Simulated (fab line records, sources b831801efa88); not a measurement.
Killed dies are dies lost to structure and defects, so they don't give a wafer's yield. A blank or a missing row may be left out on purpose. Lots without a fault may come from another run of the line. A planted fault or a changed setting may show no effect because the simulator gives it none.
A struck lot beside a sound one | flow sky130 | 35 steps out of a route of 708
Sound: wafers L623.2, L623.3, L623.4. Struck: wafer L640.4. (L640.1, L640.2 of the same lot were not struck and are left out.) The cause comes at the end.
At each step with rows: each side's tool, then ch and its chambers, then its first start. Under that, the readings that differ: sound wafers | struck wafers | difference of the means | sigmas: that difference in standard deviations of wafers without a fault.
alike: readings whose means differ by less than 2 such deviations, and words and numbers that are the same on both sides. not compared: withheld readings, readings that some wafer has no value for, bounds like >300 that may hide the same value, and numbers for which the record gives no deviation and whose values overlap.
The two part at a step that has a row with sigmas, a row that says differs or no value, or rows on one side only. Numbers that don't overlap but have no deviation are shown without sigmas and don't part them. A reading that every wafer of one side lacks parts them only if that side has two wafers or more.

SKY_SD_P_CD_MEAS_07: target cd 380 nm.
  sound on cd_sem-01, day 25 05:45; struck on cd_sem-01, day 32 03:14
  alike: cd_nm
SKY_SD_P_OVL_MEAS_08:
  sound on overlay-01, day 25 05:51; struck on overlay-01, day 32 03:21
  alike: SD_P_OVL
then, 1 step without rows for these wafers: SKY_SD_P_IMPLANT_09.
SKY_SD_P_STRIP_10: strips in O2/N2.
  sound on plasma_asher-01 ch 0,1, day 25 06:02; struck on plasma_asher-03 ch 0, day 32 03:32
  alike: drypump_motor_current_A, oes_product_au, strip_time_to_endpoint_s
  not compared: rf_hours_counter_h
SKY_SD_P_TW_MEAS_11:
  sound on film_metro-03, day 25 06:08; struck on film_metro-04, day 32 03:38
  reading | sound          | struck | difference | sigmas
  SD_P_TW | 2812 2814 2795 | 2754   | -53        | -2
then, 7 steps without rows for these wafers: SKY_RES_XHIGH_DEHYDRATE_00 (time 60 s); SKY_RES_XHIGH_HMDS_01 (prime time 60 s); SKY_RES_XHIGH_COAT_02 (resist thk 1140 nm); SKY_RES_XHIGH_SOFTBAKE_03 (time 60 s); SKY_RES_XHIGH_EXPOSE_04 (exposes mask URPM, target cd 1270 nm); SKY_RES_XHIGH_PEB_05; SKY_RES_XHIGH_DEVELOP_06 (develop time 60 s).
SKY_RES_XHIGH_IMPLANT_07:
  sound on implanter-02 ch 0, day 26 11:40; struck on implanter-01 ch 0, day 33 05:45
SKY_RES_XHIGH_STRIP_08: strips in O2/N2.
  sound on plasma_asher-04 ch 0,1, day 26 11:48; struck on plasma_asher-04 ch 1, day 33 05:54
  reading                      | sound             | struck | difference | sigmas
  strip_time_to_endpoint_s (s) | 14.31 14.24 14.34 | 14.11  | -0.19      | -4
  alike: drypump_motor_current_A, oes_product_au
  not compared: rf_hours_counter_h
SKY_RES_XHIGH_TW_MEAS_09:
  sound on film_metro-04, day 26 11:55; struck on film_metro-02, day 33 06:02
  alike: RES_XHIGH_TW
then, 7 steps without rows for these wafers: SKY_SD_N_DEHYDRATE_00 (time 60 s); SKY_SD_N_HMDS_01 (prime time 60 s); SKY_SD_N_COAT_02 (resist thk 1140 nm); SKY_SD_N_SOFTBAKE_03 (time 60 s); SKY_SD_N_EXPOSE_04 (exposes mask NSDM, target cd 380 nm); SKY_SD_N_PEB_05; SKY_SD_N_DEVELOP_06 (develop time 60 s).
SKY_SD_N_CD_MEAS_07: target cd 380 nm.
  sound on cd_sem-01, day 27 17:19; struck on cd_sem-02, day 34 09:02
  alike: cd_nm
SKY_SD_N_OVL_MEAS_08:
  sound on overlay-02, day 27 17:25; struck on overlay-02, day 34 09:09
  alike: SD_N_OVL
then, 2 steps without rows for these wafers: SKY_SD_N_IMPLANT_09; SKY_SD_N_IMPLANT_10.
SKY_SD_N_STRIP_11: strips in O2/N2.
  sound on plasma_asher-04 ch 0,1, day 27 17:45; struck on plasma_asher-03 ch 0, day 34 09:29
  alike: drypump_motor_current_A, oes_product_au, strip_time_to_endpoint_s
  not compared: rf_hours_counter_h
SKY_SD_N_TW_MEAS_12:
  sound on film_metro-04, day 27 17:52; struck on film_metro-03, day 34 09:35
  alike: SD_N_TW
then, 1 step without rows for these wafers: SKY_SD_N_CLEAN_13 (cleans in SC1/SC2, time 150 s).
SKY_SD_N_RTA_14: time 2 s.
  sound on rtp_anneal-02 ch 0, day 27 17:59; struck on rtp_anneal-02 ch 0, day 34 09:41
  alike: lamp_power_pct, wafer_temp_C_max
SKY_SD_N_RS_MEAS_16: measures by four-point-probe.
  sound on film_metro-02, day 27 18:10; struck on film_metro-03, day 34 09:52
  alike: SD_N_RS
SKY_SD_N_RS_MEAS_17: measures by four-point-probe.
  sound on film_metro-02, day 27 18:17; struck on film_metro-03, day 34 09:59
  alike: SD_P_RS
SKY_SD_N_RS_MEAS_18: measures by four-point-probe.
  sound on film_metro-02, day 27 18:24; struck on film_metro-03, day 34 10:07
  reading               | sound             | struck | difference | sigmas
  RES_XHIGH_RS (ohm/sq) | 332.2 334.0 333.1 | 363.5  | +30.4      | +23
then, 1 step without rows for these wafers: SKY_SALICIDE_CLEAN_00 (cleans in HF-last, time 30 s).
-- the record jumps here: 16 days lie between the struck wafers' starts before and after (it left off in module SALICIDE and takes up again in module PAD_OPEN, whose first step shown is number 708 of the route) --
SKY_PAD_OPEN_PROBE_99:
  sound on prober-01, day 45 18:12; struck on prober-01, day 50 07:58
  reading                                            | sound              | struck | difference | sigmas
  model.etest.res_xhigh_po.rs_ohm_sq_range           | 137.3 122.7 126.4  | 2504   | +2375      |
  model.etest.res_xhigh_po.rs_ohm_sq_rim_less_centre | -125.5 -101.8 -104 | 478.2  | +588.6     |
  alike: killed_at_M0_to_M3, killed_at_M4_up, killed_at_contacts, killed_at_front_end, killed_at_other, killed_dies, killed_open, killed_short

WHERE THEY PART
First at SKY_SD_P_TW_MEAS_11; last, within this record, at SKY_SD_N_RS_MEAS_18. Later steps at which nothing parts them and some readings are alike: SKY_PAD_OPEN_PROBE_99.

WHY: what the simulator had put in
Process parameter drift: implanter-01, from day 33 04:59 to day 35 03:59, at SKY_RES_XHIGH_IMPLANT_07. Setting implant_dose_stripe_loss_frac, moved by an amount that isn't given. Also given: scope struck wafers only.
